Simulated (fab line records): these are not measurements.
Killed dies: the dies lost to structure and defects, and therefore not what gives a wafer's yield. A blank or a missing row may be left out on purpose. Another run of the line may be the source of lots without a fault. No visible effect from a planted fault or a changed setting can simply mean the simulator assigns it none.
8D (eight disciplines) problem report, filled in by code :: flow gf180mcu :: the parts of the form that need people (team, actions taken, sign-off) are left out

1. THE ISSUE
strip_time_to_endpoint_s at GF_M2_STRIP_17 reads a mean of 8.07 s on 6 wafers of 2 lots; wafers without a fault read 7.84 s with a standard deviation of 0.042. That puts it +5.4 standard deviations away from the usual mean.
The step: strips in O2/N2.
Earliest sighting: wafer L742.2 on plasma_asher-02 at day 24 14:35. The record has a number at this step for 36 wafers belonging to 12 lots. Rule for "out" (also "out of limits"): further than 4 standard deviations from the usual mean. The other wafers with a number count as sound.

2. WHAT IT IS, AND WHAT IT ISN'T
question: which readings at this step
is: strip_time_to_endpoint_s
is not: drypump_motor_current_A, heater_power_w

question: which lots
is: L742, L744
is not: L727, L728, L733, L734, L736, L737, L740, L741, L749, L750

question: which wafers of those lots
is: all that have a number
is not: -

question: read on which tools
is: plasma_asher-02
is not: plasma_asher-01, plasma_asher-03

question: when
is: from day 24 14:35
is not: up to then (24 sound wafers); but 6 sound wafers of L749, L750 came after

3. WHAT RULES OUT EACH SUSPECT
Counting: a tool at any process step up to the reading remains a suspect when it ran all the lots that are out and ran no sound lot after the first of those.
- litho_track-01 at GF_M2_COAT_09 (resist thk 1000 nm): kept. It ran every lot that is out, first L742 (day 24 03:32), and no sound lot after that; its last sound lot up to then is L741 (day 23 23:07).
- plasma_asher-02 at GF_M2_STRIP_17 (strips in O2/N2): ruled out as a lasting fault. After its first lot that is out, L742 (day 24 14:35), sound lots L750 ran on it.
Left after counting: litho_track-01 at GF_M2_COAT_09.

4. THE CAUSE (what the simulator had put in)
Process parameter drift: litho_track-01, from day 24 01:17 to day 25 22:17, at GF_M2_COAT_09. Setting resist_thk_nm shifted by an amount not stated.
This tool alone remained once counting was done.

5. THE EFFECT CHAIN, in route order
Each row: a reading whose mean over the struck wafers that have a number lies more than 3 standard deviations from the usual. Scope: only readings with a usual standard deviation given in the record; hours: median across lots of the time from each lot's start at the first step in this table that gives one to its start at this step; sigmas: change in usual standard deviations.
hours: 0
step: GF_M2_STRIP_17
reading: strip_time_to_endpoint_s
usual: 7.84 s
on struck wafers: 8.07
change: +0.23
sigmas: +5.4
Here are the process steps it includes:
- GF_M2_STRIP_17: strips in O2/N2.
At these later measuring or inspecting steps, every struck wafer for which the step has a row has a number for every such reading, and none has moved that far: GF_M3_THK_MEAS_06.

6. WHAT WOULD HAVE CAUGHT IT SOONER
13 hours passed between the start of the fault at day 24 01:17 and the first reading out of limits in this record, taken at day 24 14:35.
Of the lots that are out (2), L744 began GF_M2_COAT_09 on litho_track-01 after day 24 14:35. Putting the tool on hold at that point would have spared it.
